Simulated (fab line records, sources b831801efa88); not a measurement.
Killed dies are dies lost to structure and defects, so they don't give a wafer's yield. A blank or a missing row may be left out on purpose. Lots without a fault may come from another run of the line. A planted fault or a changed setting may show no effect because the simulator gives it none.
Which tool did it? | flow sky130 | 11 lots, 31 wafers sampled, at 3 steps of a route of 708

WHAT THE GAUGES READ, wafer by wafer
SKY_LI_CONTACT_THK_MEAS_01. Usual: LI_CONTACT_HDPCVD_THK 931 nm, standard deviation 8.1.
lot  | measured     | on            | LI_CONTACT_HDPCVD_THK (nm) | flag
L614 | day 29 16:50 | film_metro-02 | 939 922 936                |
L616 | day 30 10:05 | film_metro-01 | 924 936 939                |
L615 | day 30 13:30 | film_metro-03 | 929 934 934                |
L619 | day 32 00:38 | film_metro-02 | 950 1646                   | OFF
L623 | day 32 08:41 | film_metro-03 | 1655 929                   | OFF
L626 | day 33 05:07 | film_metro-02 | 934 929 943                |
L628 | day 33 18:15 | film_metro-01 | 920 916 938                |
L630 | day 34 16:25 | film_metro-02 | 926 930 941                |
L631 | day 34 21:48 | film_metro-03 | 928 927 929                |
L632 | day 35 07:33 | film_metro-01 | 934 928 937                |
L633 | day 35 09:34 | film_metro-01 | 944 936 927                |

WHICH TOOL RAN EACH LOT (tool, then ch and the chambers of the sampled wafers, then the start)
lot  | SKY_SPACER_ETCHBACK_02             | SKY_LI_CONTACT_HDPCVD_00
L614 | rie_diel-02 ch 0,2,3, day 24 20:29 | hdpcvd-02 ch 0,1,2, day 29 16:43
L616 | rie_diel-04 ch 0,2, day 25 14:34   | hdpcvd-01 ch 0,2, day 30 09:58
L615 | rie_diel-02 ch 0,1,2, day 25 15:46 | hdpcvd-02 ch 0,1,2, day 30 13:24
L619 | rie_diel-02 ch 0,1, day 27 05:20   | hdpcvd-02 ch 0,2, day 32 00:33
L623 | rie_diel-03 ch 0,2, day 27 16:15   | hdpcvd-02 ch 0,1, day 32 08:34
L626 | rie_diel-03 ch 2,3, day 28 13:23   | hdpcvd-01 ch 0,1,2, day 33 05:01
L628 | rie_diel-03 ch 0,2,3, day 29 02:48 | hdpcvd-01 ch 0,1,2, day 33 18:08
L630 | rie_diel-03 ch 0,1,2, day 30 02:27 | hdpcvd-02 ch 1,2, day 34 16:18
L631 | rie_diel-04 ch 0,1,3, day 30 09:44 | hdpcvd-02 ch 0,1, day 34 21:42
L632 | rie_diel-04 ch 0,1,2, day 30 17:58 | hdpcvd-02 ch 0,1,2, day 35 07:26
L633 | rie_diel-02 ch 1,2, day 30 19:12   | hdpcvd-01 ch 0,1, day 35 09:24
- SKY_SPACER_ETCHBACK_02: etches Si3N4 in CH3F/O2, stops on SiO2, time 46.7 s, target depth 45 nm.
- SKY_LI_CONTACT_HDPCVD_00: deposits PSG, target thk 930 nm, time 155 s.

WHAT THE TOOLS THEMSELVES READ (means of the sampled wafers that have a number; where no wafer has one, the mark that the record gives instead)
SKY_SPACER_ETCHBACK_02. Usual: drypump_motor_current_A 5.8 A, standard deviation 0.45; oes_product_au 0.852 a.u., standard deviation 0.006; rf_fwd_power_W 396.2 W, standard deviation 1.6; throttle_valve_pct 10.564 %, standard deviation 0.0098.
lot  | tool        | drypump_motor_current_A (A) | oes_product_au (a.u.) | rf_fwd_power_W (W) | throttle_valve_pct (%) | flag
L614 | rie_diel-02 | 6.2                         | 0.855                 | 396.1              | 10.562                 |
L616 | rie_diel-04 | 5.5                         | 0.852                 | 395.8              | 10.557                 |
L615 | rie_diel-02 | 6.1                         | 0.858                 | 396.1              | 10.568                 |
L619 | rie_diel-02 | 6.2                         | 0.857                 | 396.3              | 10.564                 |
L623 | rie_diel-03 | 5.4                         | 0.857                 | 399.1              | 10.555                 |
L626 | rie_diel-03 | 5.8                         | 0.851                 | 395.9              | 10.572                 |
L628 | rie_diel-03 | 5.6                         | 0.854                 | 395.3              | 10.562                 |
L630 | rie_diel-03 | 5.6                         | 0.853                 | 396.7              | 10.556                 |
L631 | rie_diel-04 | 5.6                         | 0.848                 | 396.8              | 10.558                 |
L632 | rie_diel-04 | 5.4                         | 0.856                 | 396.4              | 10.569                 |
L633 | rie_diel-02 | 6.0                         | 0.850                 | 396.8              | 10.558                 |

SKY_LI_CONTACT_HDPCVD_00. Usual: sih4_flow_sccm 59.99 sccm, standard deviation 0.17.
lot  | tool      | sih4_flow_sccm (sccm) | flag
L614 | hdpcvd-02 | 60.01                 |
L616 | hdpcvd-01 | 60.19                 |
L615 | hdpcvd-02 | 60.10                 |
L619 | hdpcvd-02 | 59.77                 |
L623 | hdpcvd-02 | 59.87                 |
L626 | hdpcvd-01 | 60.17                 |
L628 | hdpcvd-01 | 60.00                 |
L630 | hdpcvd-02 | 59.97                 |
L631 | hdpcvd-02 | 59.97                 |
L632 | hdpcvd-02 | 59.95                 |
L633 | hdpcvd-01 | 59.88                 |

THE ANSWER, worked out from the rows above alone
Rule: a lot is off if the mean of its wafers that have a number lies more than 3 standard deviations from the usual mean. A lot without any number at a reading at which 4 lots or more have one is off too. The other lots that the step has rows for count as sound. The gauges are gone through in route order, then the tools' own readings, and for those a lot's mean is taken as printed above. The first step at which some lot is off is used, and at that step the reading that is off furthest; a lot without a number counts as furthest.
Off: L619, L623, at SKY_LI_CONTACT_THK_MEAS_01 (LI_CONTACT_HDPCVD_THK).
A tool fits if, at a process step before that reading, it ran every lot that is off, and no sound lot after the first of them. The gauges at SKY_LI_CONTACT_THK_MEAS_01 are tried like those tools. None of those tried fits.

WHAT THE SIMULATOR HAD PUT IN
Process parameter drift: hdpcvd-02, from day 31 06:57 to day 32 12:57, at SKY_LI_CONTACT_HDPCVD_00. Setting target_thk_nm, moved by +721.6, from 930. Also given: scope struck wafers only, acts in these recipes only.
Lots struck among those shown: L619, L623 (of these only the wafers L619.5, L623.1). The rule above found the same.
